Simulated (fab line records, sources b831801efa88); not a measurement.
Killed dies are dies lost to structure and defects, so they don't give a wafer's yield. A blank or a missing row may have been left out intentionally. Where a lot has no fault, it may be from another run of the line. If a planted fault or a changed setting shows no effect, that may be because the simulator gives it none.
Which tool is to blame? | flow gf180mcu | 18 wafers from 6 lots sampled at 2 of the route's 602 steps

## WHAT THE GAUGES READ, wafer by wafer
GF_STI_CD_MEAS_12: the cd target is 220 nm.
lot  | measured    | on        | cd_nm (nm)
L928 | day 2 07:02 | cd_sem-02 | 220.1 220.4 219.0
L930 | day 2 16:28 | cd_sem-01 | 220.3 219.3 218.8
L933 | day 3 08:25 | cd_sem-01 | 221.6 222.2 221.0
L937 | day 4 08:52 | cd_sem-01 | 234.9 233.6 234.0
L945 | day 5 23:07 | cd_sem-02 | 219.6 220.8 220.0
L948 | day 6 15:14 | cd_sem-01 | 218.9 219.9 219.2

## WHAT TOOL EACH LOT RAN ON (gives the tool, then ch and the chambers of the sampled wafers, and finally the start)
lot  | GF_STI_EXPOSE_09
L928 | krf_scanner-01 ch 0, day 2 01:25
L930 | krf_scanner-02 ch 0, day 2 11:05
L933 | krf_scanner-01 ch 0, day 3 02:30
L937 | krf_scanner-01 ch 0, day 4 03:01
L945 | krf_scanner-01 ch 0, day 5 16:31
L948 | krf_scanner-01 ch 0, day 6 08:18
- GF_STI_EXPOSE_09: exposes mask COMP, target cd 220 nm.

## THE ANSWER, worked out from the rows above alone
Rule: usual is defined by the lots themselves. The widest of any qualifying gaps counts: lots, ordered by their means at a reading, are off when they make up no more than a third of the lots, leave a main group of 4 or more, and stand apart from it by 3 or more times the standard deviation of that group's means. A main group is skipped when, at the precision printed for the reading in the tables above, its means are all equal. Also off: a lot with no number at a reading for which 4 or more lots have one. Where the step has rows for the other lots, those lots are counted as sound.
Off: L937 (GF_STI_CD_MEAS_12, cd_nm). Mean 220.1 nm and standard deviation 0.81 in the main group.
A tool fits if, at a process step before that reading, it ran every lot that is off, and no sound lot after the first of them. Gauges at GF_STI_CD_MEAS_12: tried the same way as those tools. No candidate that was tried fits.

## WHAT THE SIMULATOR HAD INSERTED
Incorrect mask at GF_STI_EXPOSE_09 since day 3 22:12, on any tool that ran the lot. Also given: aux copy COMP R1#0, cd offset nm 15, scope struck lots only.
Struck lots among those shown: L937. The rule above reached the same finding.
